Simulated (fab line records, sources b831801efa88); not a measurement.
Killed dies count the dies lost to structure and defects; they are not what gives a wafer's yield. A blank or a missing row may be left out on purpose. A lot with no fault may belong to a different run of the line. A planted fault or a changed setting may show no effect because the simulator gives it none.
fab line records	flow sky130
[record] lots = 6	wafers = 18	lastDay = 50
route steps=708 shown SONOS_ONO@176 GATE_OXIDE@187 POLY_GATE@204 PAD_OPEN@708
lots that met no fault: from a run of the same line without faults
startH: start of the lot's first displayed wafer, in hours after the record's first day	waitH: time in hours since the lot's previous step	" identical to the entry in the row above	L1.1+2: a row that stands for several wafers	- no value present, or no start provided	* or withheld: withheld	< > ~ a bound
route shown NAME@n: names a module that has steps shown in the file, with the first one's number in the route	usual: mean and standard deviation over wafers with no fault	same: alike in all rows	chamber/n: place in a boat	sites: each site's reading	_std_site: their standard deviation	_edge_site: the outer-site mean with the inner-site mean subtracted	radiusMm: for every site, how far away it sits from the centre of the wafer	mask NAME#n: copy n	behind: the last tool/chamber to shape the wafer	hold: why the lot was held/for how many hours/how that ended	device: which transistor (n, p or np) failed to switch	end of line: the tests these same wafers got at the end of their route	a step given without rows: its recipe and nothing more	killed: count of dies lost to structure and defects at first sort (not the wafer's yield)	map: the dies of a wafer, with x for killed, . for not killed, _ for no die there
set.NAME: setting as actually run; set.NAME@STEP: the setting as run at that earlier step	model.NAME: the simulator's own value behind a step, which no gauge read
lots seen at some steps along the route; tables by step, rows by wafer
services: from which hour (startH, from the record's first day; less than 0 if before it) a tool's chamber was out of use, for how many hours, and why
[[steps]]
[step SKY_SONOS_ONO_COAT_08]
[recipe] resist = NOVOLAK	spinRpm = 3000	resistThkNm = 1140
[step SKY_SONOS_ONO_SOFTBAKE_09]
[recipe] tempC = 90	timeS = 60	resist = NOVOLAK
[step SKY_SONOS_ONO_EXPOSE_10]
[recipe] maskId = ONOM	targetCdNm = 410	na = 0.6	sourceShape = conventional	sigmaOuter = 0.6	doseMj = 150
[step SKY_SONOS_ONO_PEB_11]
[recipe] tempC = withheld	timeS = *	resist = NOVOLAK
[step SKY_SONOS_ONO_DEVELOP_12]
[recipe] developTimeS = 60	devTempC = 23
[step SKY_SONOS_ONO_CD_MEAS_13]
[recipe] targetCdNm = 410
[usual] cdNm = 408.8/2.9
lot.wafer	tool	chamber	startH	waitH	cdNm
L818.2	cdSem-02	-	282.52	0.1	412.1
L818.4	"	-	"	"	412.8
L818.5	"	-	"	"	412.9
L822.1	cdSem-02	-	306.60	0.1	405.9
L822.3	"	-	"	"	406.4
L822.4	"	-	"	"	405.8
L832.1	cdSem-02	-	395.95	0.1	407.5
L832.2	"	-	"	"	410.0
L832.4	"	-	"	"	409.0
L833.3	cdSem-02	-	407.59	0.1	408.9
L833.4	"	-	"	"	410.3
L833.5	"	-	"	"	408.7
L836.1	cdSem-02	-	431.40	0.1	405.4
L836.3	"	-	"	"	404.9
L836.6	"	-	"	"	404.4
L840.2	cdSem-02	-	457.27	0.1	407.3
L840.4	"	-	"	"	409.5
L840.5	"	-	"	"	406.4
[step SKY_SONOS_ONO_OVL_MEAS_14]
[usual] SONOS_ONO_OVL = -0.5/1.2
lot.wafer	tool	chamber	startH	waitH	SONOS_ONO_OVL[nm]
L818.2	overlay-02	-	282.63	0.1	-1.4
L818.4	"	-	"	"	-0.5
L818.5	"	-	"	"	-0.7
L822.1	overlay-01	-	306.72	0.1	-1.8
L822.3	"	-	"	"	1.5
L822.4	"	-	"	"	-1.9
L832.1	overlay-01	-	396.07	0.1	-0.8
L832.2	"	-	"	"	0.6
L832.4	"	-	"	"	2.0
L833.3	overlay-02	-	407.68	0.1	-1.0
L833.4	"	-	"	"	-1.7
L833.5	"	-	"	"	-2.4
L836.1	overlay-01	-	431.52	0.1	-0.3
L836.3	"	-	"	"	0.9
L836.6	"	-	"	"	-1.3
L840.2	overlay-01	-	457.37	0.1	0.0
L840.4	"	-	"	"	-1.5
L840.5	"	-	"	"	-1.1
[step SKY_SONOS_ONO_ETCH_15]
[recipe] targetDepthNm = 19.52	chemistry = CHF3/O2	sourceW = 600	biasW = 200	pressureMtorr = 40	chf3FlowSccm = 50	O2_flow_sccm = 5	timeS = 7.8
[usual] biasW = 200.0/0.58	drypumpMotorCurrentA = 5.7/0.53	oesProductAu = 1.003/0.0097	throttleValvePct = 8.827/0.0094
lot.wafer	tool	chamber	startH	waitH	biasW	drypumpMotorCurrentA	oesProductAu	rfHoursCounterH	throttleValvePct
L818.2	rieDiel-02	0	282.66	0.0	200.7	6.4	1.002	87	8.819
L818.4	"	3	"	"	199.6	5.4	0.997	8	8.835
L818.5	"	2	"	"	199.1	5.7	1.000	-	8.817
L822.1	rieDiel-01	3	306.76	0.0	200.1	6.5	1.002	30	8.821
L822.3	"	1	"	"	199.4	5.1	0.999	46	8.834
L822.4	"	0	"	"	199.9	6.1	0.996	118	8.832
L832.1	rieDiel-03	3	396.10	0.0	199.7	5.2	0.994	66	8.820
L832.2	"	1	"	"	199.0	6.2	1.017	6	8.823
L832.4	"	0	"	"	200.6	5.7	1.007	4	8.834
L833.3	rieDiel-02	0	407.71	0.0	200.1	6.3	1.023	90	8.839
L833.4	"	1	"	"	199.8	5.0	1.008	-	8.818
L833.5	"	3	"	"	200.4	5.4	0.999	-	8.821
L836.1	rieDiel-02	0	431.56	0.0	200.3	6.4	1.010	91	8.845
L836.3	"	1	"	"	200.0	5.0	1.018	7	8.823
L836.6	"	2	"	"	200.1	5.7	1.003	-	8.818
L840.2	rieDiel-01	0	457.40	0.0	200.2	6.1	0.998	1	8.833
L840.4	"	2	"	"	199.5	6.7	1.018	10	8.810
L840.5	"	3	"	"	199.7	6.5	0.994	-	8.805
[step SKY_SONOS_ONO_WET_ETCH_16]
[recipe] chemistry = dHF	targetDepthNm = 14	dry = n2Spin	target = SiO2	dilution = 100:1	tempC = 25	timeS = 280
[step SKY_SONOS_ONO_STRIP_17]
[recipe] chemistry = O2/N2	powerW = 1400	pressureMtorr = 1500	platenTempC = withheld	o2FlowSccm = 3000	n2FlowSccm = 300	overashFraction = 0.5
[usual] drypumpMotorCurrentA = 5.5/0.49	oesProductAu = 0.710/0.0049	stripTimeToEndpointS = 14.11/0.037
[same] overashFraction = 0.5
lot.wafer	tool	chamber	startH	waitH	drypumpMotorCurrentA	oesProductAu	rfHoursCounterH	stripTimeToEndpointS
L818.2	plasmaAsher-03	0	282.77	0.0	6.1	0.708	61	14.05
L818.4	"	0	"	"	6.1	0.702	-	14.10
L818.5	"	1	"	"	5.9	0.707	-	14.14
L822.1	plasmaAsher-03	0	306.87	0.0	6.0	0.710	63	14.11
L822.3	"	1	"	"	5.9	0.710	-	14.13
L822.4	"	0	"	"	6.0	0.719	-	14.13
L832.1	plasmaAsher-01	1	396.21	0.0	6.1	0.709	57	14.09
L832.2	"	0	"	"	4.9	0.708	57	14.10
L832.4	"	0	"	"	4.9	0.715	-	14.08
L833.3	plasmaAsher-03	1	407.86	0.0	5.9	0.708	-	14.03
L833.4	"	0	"	"	6.0	0.715	-	14.02
L833.5	"	1	"	"	5.9	0.720	-	14.09
L836.1	plasmaAsher-02	0	431.75	0.0	4.9	0.705	0	14.08
L836.3	"	1	"	"	5.5	0.711	-	14.09
L836.6	"	1	"	"	5.6	0.706	-	14.07
L840.2	plasmaAsher-01	0	457.51	0.0	4.8	0.712	64	14.13
L840.4	"	1	"	"	6.1	0.702	-	14.17
L840.5	"	1	"	"	6.1	0.709	-	14.15
[step SKY_SONOS_ONO_WET_ETCH_18]
[recipe] chemistry = H3PO4	targetDepthNm = 15	target = Si3N4	tempC = 160	timeS = 172
[step SKY_GATE_OXIDE_CLEAN_00]
[recipe] chemistry = SC1/SC2	mix = 1:4:20	tempC = 70	timeS = 150	dry = n2Spin
[step SKY_GATE_OXIDE_OXIDATION_01]
[recipe] tempC = 900	ambient = O2	stabiliseS = 600	purgeS = 300	targetThkA = 102.68	oxTimeS = 1473
[usual] spikeTcCentreC = 900.5/1.5	spikeTcLowerC = 901.2/0.96	spikeTcUpperC = 899.3/1.1
[same] purgeS = 300
lot.wafer	tool	chamber	startH	waitH	spikeTcCentreC	spikeTcLowerC	spikeTcUpperC	model.SiO2_of_GATE_OXIDE_OXIDATION_01.thkNm
L818.2	furnace-02	0	284.33	1.4	900.6	900.8	900.0	10.38
L818.4	"	0	"	"	899.8	901.2	901.4	10.35
L818.5	"	0	"	"	898.9	901.3	897.5	10.44
L822.1	furnace-01	0	307.46	0.4	902.0	902.0	899.6	10.84
L822.3	"	0	"	"	900.4	900.7	899.2	10.9
L822.4	"	0	"	"	903.2	901.5	899.7	10.76
L832.1	furnace-01	0	398.30	1.9	901.8	902.2	897.4	6.189
L832.2	"	0	"	"	898.7	900.0	897.0	6.466
L832.4	"	0	"	"	901.9	901.7	899.8	6.155
L833.3	furnace-01	0	408.94	0.9	901.6	900.0	899.1	6.161
L833.4	"	0	"	"	901.5	898.8	900.0	5.953
L833.5	"	0	"	"	900.9	902.7	899.7	6.102
L836.1	furnace-02	0	433.39	1.4	899.9	899.7	899.2	10.53
L836.3	"	0	"	"	898.9	901.5	900.9	10.44
L836.6	"	0	"	"	898.1	900.8	900.5	10.39
L840.2	furnace-02	0	458.80	1.1	898.2	901.7	899.6	10.03
L840.4	"	0	"	"	901.2	903.3	898.8	9.969
L840.5	"	0	"	"	900.2	900.4	899.5	10.26
[step SKY_GATE_OXIDE_THK_MEAS_02]
[recipe] reads = SiO2_of_GATE_OXIDE_OXIDATION_01
[usual] GATE_OXIDE_OXIDATION_00_THK = 10.37/0.21
lot.wafer	tool	chamber	startH	waitH	GATE_OXIDE_OXIDATION_00_THK[nm]
L818.2	filmMetro-03	-	285.75	0.0	10.32
L818.4	"	-	"	"	10.30
L818.5	"	-	"	"	10.44
L822.1	filmMetro-03	-	308.87	0.0	10.87
L822.3	"	-	"	"	10.91
L822.4	"	-	"	"	10.75
L832.1	filmMetro-01	-	399.71	0.0	6.18
L832.2	"	-	"	"	6.46
L832.4	"	-	"	"	6.15
L833.3	filmMetro-01	-	410.37	0.0	6.16
L833.4	"	-	"	"	5.94
L833.5	"	-	"	"	6.07
L836.1	filmMetro-03	-	434.80	0.0	10.55
L836.3	"	-	"	"	10.46
L836.6	"	-	"	"	10.39
L840.2	filmMetro-01	-	460.22	0.0	10.01
L840.4	"	-	"	"	9.98
L840.5	"	-	"	"	10.29
[step SKY_GATE_OXIDE_DEHYDRATE_03]
[recipe] tempC = 200	timeS = 60
[step SKY_GATE_OXIDE_HMDS_04]
[recipe] primeTimeS = 60	primeTempC = 120
[step SKY_GATE_OXIDE_COAT_05]
[recipe] resist = NOVOLAK	spinRpm = 3000	resistThkNm = 1140
[step SKY_GATE_OXIDE_SOFTBAKE_06]
[recipe] tempC = 90	timeS = 60	resist = NOVOLAK
[step SKY_GATE_OXIDE_EXPOSE_07]
[recipe] maskId = LVOM	na = 0.6	sourceShape = conventional	sigmaOuter = 0.6	polarization = unpolarized	targetCdNm = 600	doseMj = 170
[step SKY_GATE_OXIDE_PEB_08]
[recipe] tempC = withheld	timeS = *	resist = NOVOLAK
[step SKY_GATE_OXIDE_DEVELOP_09]
[recipe] resist = NOVOLAK	developer = TMAH	developTimeS = 60	devTempC = 23
[step SKY_GATE_OXIDE_OVL_MEAS_10]
[usual] GATE_OXIDE_OVL = -0.1/1.5
lot.wafer	tool	chamber	startH	waitH	GATE_OXIDE_OVL[nm]
L818.2	overlay-01	-	311.36	0.1	0.0
L818.4	"	-	"	"	0.5
L818.5	"	-	"	"	0.5
L822.1	overlay-02	-	334.52	0.1	2.2
L822.3	"	-	"	"	0.2
L822.4	"	-	"	"	0.3
L832.1	overlay-01	-	429.70	0.1	-1.1
L832.2	"	-	"	"	-0.3
L832.4	"	-	"	"	-0.2
L833.3	overlay-02	-	440.23	0.1	-1.8
L833.4	"	-	"	"	-2.4
L833.5	"	-	"	"	-0.4
L836.1	overlay-01	-	465.80	0.1	-2.0
L836.3	"	-	"	"	-1.7
L836.6	"	-	"	"	-1.0
L840.2	overlay-01	-	490.26	0.1	-2.2
L840.4	"	-	"	"	1.6
L840.5	"	-	"	"	-2.9
[step SKY_GATE_OXIDE_IMPLANT_11]
[recipe] species = B	energyKev = 10	doseCm2 = 2.636e+12	tiltDeg = withheld
[step SKY_GATE_OXIDE_WET_ETCH_12]
[recipe] chemistry = dHF	targetDepthNm = 16.8	dry = n2Spin	target = SiO2	dilution = 100:1	tempC = 25	timeS = 336
[step SKY_GATE_OXIDE_STRIP_13]
[recipe] chemistry = O2/N2	powerW = 1400	pressureMtorr = 1500	platenTempC = withheld	o2FlowSccm = 3000	n2FlowSccm = 300	overashFraction = 0.5
[usual] drypumpMotorCurrentA = 5.4/0.53	oesProductAu = 0.716/0.0042	stripTimeToEndpointS = 14.19/0.042
[same] overashFraction = 0.5
lot.wafer	tool	chamber	startH	waitH	drypumpMotorCurrentA	oesProductAu	rfHoursCounterH	stripTimeToEndpointS
L818.2	plasmaAsher-02	0	311.65	0.0	4.9	0.719	59	14.14
L818.4	"	0	"	"	4.9	0.715	-	14.18
L818.5	"	0	"	"	4.9	0.707	-	14.13
L822.1	plasmaAsher-02	1	334.91	0.0	5.5	0.713	61	14.18
L822.3	"	0	"	"	4.9	0.718	-	14.15
L822.4	"	1	"	"	5.5	0.719	-	14.16
L832.1	plasmaAsher-01	1	430.09	0.0	6.1	0.719	61	14.21
L832.2	"	0	"	"	4.9	0.713	61	14.23
L832.4	"	1	"	"	6.1	0.713	-	14.21
L833.3	plasmaAsher-02	1	440.54	0.0	5.5	0.719	-	14.19
L833.4	"	0	"	"	5.0	0.713	-	14.18
L833.5	"	1	"	"	5.5	0.718	-	14.19
L836.1	plasmaAsher-02	0	466.08	0.0	4.9	0.720	4	14.27
L836.3	"	0	"	"	4.9	0.707	-	14.19
L836.6	"	0	"	"	4.9	0.717	-	14.23
L840.2	plasmaAsher-02	1	490.54	0.0	5.6	0.718	6	14.19
L840.4	"	0	"	"	4.9	0.712	-	14.12
L840.5	"	1	"	"	5.5	0.718	-	14.17
[step SKY_GATE_OXIDE_TW_MEAS_14]
[usual] GATE_OXIDE_TW = 224.9/1.8
lot.wafer	tool	chamber	startH	waitH	GATE_OXIDE_TW
L818.2	filmMetro-03	-	311.76	0.1	226.7
L818.4	"	-	"	"	226.2
L818.5	"	-	"	"	227.1
L822.1	filmMetro-01	-	335.01	0.1	227.3
L822.3	"	-	"	"	226.9
L822.4	"	-	"	"	227.0
L832.1	filmMetro-03	-	430.19	0.1	224.6
L832.2	"	-	"	"	223.3
L832.4	"	-	"	"	224.0
L833.3	filmMetro-03	-	440.63	0.1	224.5
L833.4	"	-	"	"	225.1
L833.5	"	-	"	"	224.0
L836.1	filmMetro-02	-	466.18	0.1	222.1
L836.3	"	-	"	"	223.0
L836.6	"	-	"	"	222.4
L840.2	filmMetro-03	-	490.65	0.1	223.9
L840.4	"	-	"	"	224.4
L840.5	"	-	"	"	224.1
[step SKY_GATE_OXIDE_CLEAN_15]
[recipe] chemistry = SC1/SC2	mix = 1:4:20	tempC = 70	timeS = 150	dry = n2Spin
[step SKY_GATE_OXIDE_OXIDATION_16]
[recipe] tempC = 800	ambient = O2	idleTempC = 700	rampUpCPerMin = 10	rampDownCPerMin = 3	stabiliseS = 600	purgeS = 300	targetThkA = 35.7	oxTimeS = 1915
[usual] spikeTcCentreC = 801.1/1.3	spikeTcLowerC = 801.0/0.94	spikeTcUpperC = 799.1/1
[same] purgeS = 300
lot.wafer	tool	chamber	startH	waitH	spikeTcCentreC	spikeTcLowerC	spikeTcUpperC	model.SiO2_of_GATE_OXIDE_OXIDATION_01.thkNm
L818.2	furnace-02	0	314.66	2.8	800.3	799.5	798.4	11.79
L818.4	"	0	"	"	798.7	803.4	800.4	11.73
L818.5	"	0	"	"	801.7	801.2	797.1	11.83
L822.1	furnace-01	0	335.48	0.3	801.7	800.2	798.8	12.24
L822.3	"	0	"	"	801.0	801.4	797.9	12.31
L822.4	"	0	"	"	802.8	801.1	797.9	12.16
L832.1	furnace-01	0	430.89	0.6	802.2	799.9	797.8	7.874
L832.2	"	0	"	"	802.5	800.2	798.0	8.114
L832.4	"	0	"	"	801.1	801.7	799.7	7.852
L833.3	furnace-01	0	441.50	0.8	801.9	801.1	797.4	7.805
L833.4	"	0	"	"	800.4	800.3	799.9	7.608
L833.5	"	0	"	"	800.3	802.2	800.4	7.749
L836.1	furnace-02	0	466.53	0.2	800.9	802.6	799.3	11.86
L836.3	"	0	"	"	798.7	800.1	800.1	11.77
L836.6	"	0	"	"	798.8	800.8	799.4	11.69
L840.2	furnace-01	0	490.75	0.0	803.7	801.4	800.2	11.45
L840.4	"	0	"	"	802.6	802.5	798.7	11.41
L840.5	"	0	"	"	800.7	801.8	799.5	11.69
[step SKY_POLY_GATE_CVD_00]
[recipe] material = poly-Si	targetThkNm = 180	tempC = 620	timeS = 720	pressureMtorr = 200
[step SKY_PAD_OPEN_PROBE_99]
lot.wafer	tool	chamber	startH	waitH	model.etest.nfet_16v.rOnOhmUm	model.etest.pfet_16v.rOnOhmUm	model.etest.pfetG5v0d10v5.rOnOhmUm	model.etest.tipSonos.rsOhmSq	model.etest.nfetG5v0d10v5.rOnOhmUm	model.etest.nfetG5v0d10v5.driveUaUm	model.etest.nfet_05v0_nvt.driveUaUm	model.etest.tipP.rsOhmSq
L818.5	prober-01	-	1081.82	0.2	1.392e+04	1.529e+04	4703	2739	1877	607.4	580.4	6941
L822.1	prober-02	-	1102.77	0.1	1.406e+04	1.551e+04	4902	2826	1932	584.7	558.3	6949
L822.3	prober-02	-	1102.87	0.2	1.41e+04	1.573e+04	4919	2850	1941	582.7	553.4	6921
L832.2	prober-01	-	1160.37	0.1	1.228e+04	1.391e+04	3948	2091	1548	845.3	775.5	6636
L833.3	prober-02	-	1168.93	0.2	1.226e+04	1.363e+04	3970	2101	1550	870.9	787.9	6739
L833.4	prober-02	-	1168.98	0.2	1.202e+04	1.365e+04	3886	2041	1529	884.6	809.1	6753
L833.5	prober-02	-	1169.03	0.2	1.207e+04	1.371e+04	3863	2094	1528	879.7	798.2	6763
L836.1	prober-01	-	1187.27	0.1	1.409e+04	1.515e+04	4869	2782	1903	600.2	570.1	6952
L836.3	prober-01	-	1187.37	0.2	1.388e+04	1.521e+04	4783	2754	1852	611.6	582.9	6946
L840.2	prober-01	-	1197.24	0.1	1.401e+04	1.452e+04	4635	2588	1825	624	588.8	6746
L840.4	prober-01	-	1197.34	0.2	1.405e+04	1.475e+04	4696	2561	1842	627	593.9	6760
L840.5	prober-01	-	1197.39	0.2	1.417e+04	1.485e+04	4795	2628	1891	605.5	580.9	6745
// killed by level:class
L818.5 CONTACT:geometricParticle:open=10 VIA2:geometricParticle:open=8 FIELD_ISO:geometricParticle:short=5 FIELD_ISO:geometricParticle:open=5 CONTACT:geometricParticle:short=5 VIA1:geometricParticle:open=4 VIA3:geometricParticle:short=3 POLY_GATE:geometricParticle:open=3
L822.1 CONTACT:geometricParticle:open=14 VIA1:geometricParticle:open=10 METAL1:geometricParticle:short=8 LOCAL_INTERCONNECT:geometricParticle:short=5 VIA2:geometricParticle:open=5 FIELD_ISO:geometricParticle:short=4 LI_CONTACT:geometricParticle:short=4 CONTACT:geometricParticle:short=4
L822.3 CONTACT:geometricParticle:open=13 VIA1:geometricParticle:open=11 VIA2:geometricParticle:open=8 METAL1:geometricParticle:short=6 LOCAL_INTERCONNECT:geometricParticle:short=5 CONTACT:geometricParticle:short=5 LI_CONTACT:geometricParticle:open=4 VIA2:geometricParticle:short=3
L836.1 VIA2:geometricParticle:open=12 METAL1:geometricParticle:short=9 LI_CONTACT:geometricParticle:open=7 VIA1:geometricParticle:short=6 VIA3:geometricParticle:open=6 VIA2:geometricParticle:short=5 METAL2:geometricParticle:short=5 VIA1:geometricParticle:open=4
L836.3 VIA2:geometricParticle:open=13 CONTACT:geometricParticle:short=10 CONTACT:geometricParticle:open=10 VIA1:geometricParticle:open=9 METAL1:geometricParticle:short=8 LOCAL_INTERCONNECT:geometricParticle:short=8 POLY_GATE:geometricParticle:open=5 LI_CONTACT:geometricParticle:short=5
L840.2 CONTACT:geometricParticle:open=13 VIA3:geometricParticle:open=11 VIA1:geometricParticle:open=9 METAL2:geometricParticle:short=7 METAL1:geometricParticle:short=7 LI_CONTACT:geometricParticle:open=5 VIA2:geometricParticle:open=5 VIA3:geometricParticle:short=5
L840.4 VIA1:geometricParticle:open=15 CONTACT:geometricParticle:short=9 FIELD_ISO:geometricParticle:short=8 VIA3:geometricParticle:open=8 METAL1:geometricParticle:short=7 VIA2:geometricParticle:open=6 METAL2:geometricParticle:short=5 LI_CONTACT:geometricParticle:open=4
L840.5 CONTACT:geometricParticle:open=13 FIELD_ISO:geometricParticle:open=7 VIA1:geometricParticle:open=7 METAL1:geometricParticle:short=7 LI_CONTACT:geometricParticle:open=7 LOCAL_INTERCONNECT:geometricParticle:short=5 POLY_GATE:geometricParticle:short=4 METAL2:geometricParticle:short=4
[[services]]
tool	chamber	startH	hours	kind
rieDiel-01	-	285.52	0.3	repair
rieDiel-03	1	294.45	10.8	repair
furnace-02	-	309.48	3.7	pm
furnace-02	-	317.53	3.9	pm
furnace-01	-	324.62	3.5	pm
plasmaAsher-03	-	338.23	4.0	repair
rieDiel-02	0	339.60	7.6	repair
rieDiel-01	-	351.23	14.6	pm
rieDiel-02	-	354.53	0.7	repair
furnace-02	-	378.57	1.3	repair
rieDiel-02	3	384.89	6.0	repair
plasmaAsher-03	-	386.30	14.6	pm
rieDiel-01	-	393.56	1.1	repair
rieDiel-01	3	406.64	9.7	repair
rieDiel-03	1	416.14	5.0	repair
plasmaAsher-02	-	416.88	3.7	repair
plasmaAsher-02	-	421.25	9.0	pm
plasmaAsher-02	0	421.25	9.0	ventCycle
plasmaAsher-02	1	421.25	9.0	ventCycle
plasmaAsher-03	-	471.61	2.8	pm
rieDiel-02	3	473.82	39.4	repair
plasmaAsher-03	-	477.05	4.3	pm
plasmaAsher-02	-	478.98	2.8	pm
furnace-02	-	484.30	3.2	pm
[[key]]
[firstSign] step = SKY_GATE_OXIDE_THK_MEAS_02	reading = GATE_OXIDE_OXIDATION_00_THK	direction = down	sigmas = 20	usual = 10.37	struck = 6.16
effect none on later readings
[modelEffect] step = SKY_GATE_OXIDE_OXIDATION_01	value = SiO2_of_GATE_OXIDE_OXIDATION_01.thkNm	without = 10.59	struck = 6.171
[modelEffect] step = SKY_GATE_OXIDE_OXIDATION_16	value = SiO2_of_GATE_OXIDE_OXIDATION_01.thkNm	without = 11.88	struck = 7.834
[modelEffect] step = SKY_PAD_OPEN_PROBE_99	value = etest.nfet_16v.rOnOhmUm	without = 1.424e+04	struck = 1.216e+04
metAt SKY_GATE_OXIDE_OXIDATION_01
struckWafers L832.1,L832.2,L832.4,L833.3,L833.4,L833.5
sortLeftOut L832.1,L832.2,L832.4,L833.3,L833.4,L833.5
testerLeftOut L832,L833
onsetBetween 307.46 398.30
[fault] kind = processParameterDrift	tool = furnace-01	chamber = -	onsetH = 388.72	steps = SKY_GATE_OXIDE_OXIDATION_01	channel = oxTimeS	offset = *	shape = step	endH = 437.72	actsIn = *	stated = *
// testerLeftOut: of these lots the tester's yield and bins aren't shown, on N5 and GAA mostly nor the transistor test; their killed dies are dies lost to structure and defects alone, not to doping, threshold or leakage, so they don't give the yield
// sortLeftOut: the simulated sort isn't trusted on such a fault, so these wafers' sort isn't shown, and their yield isn't known
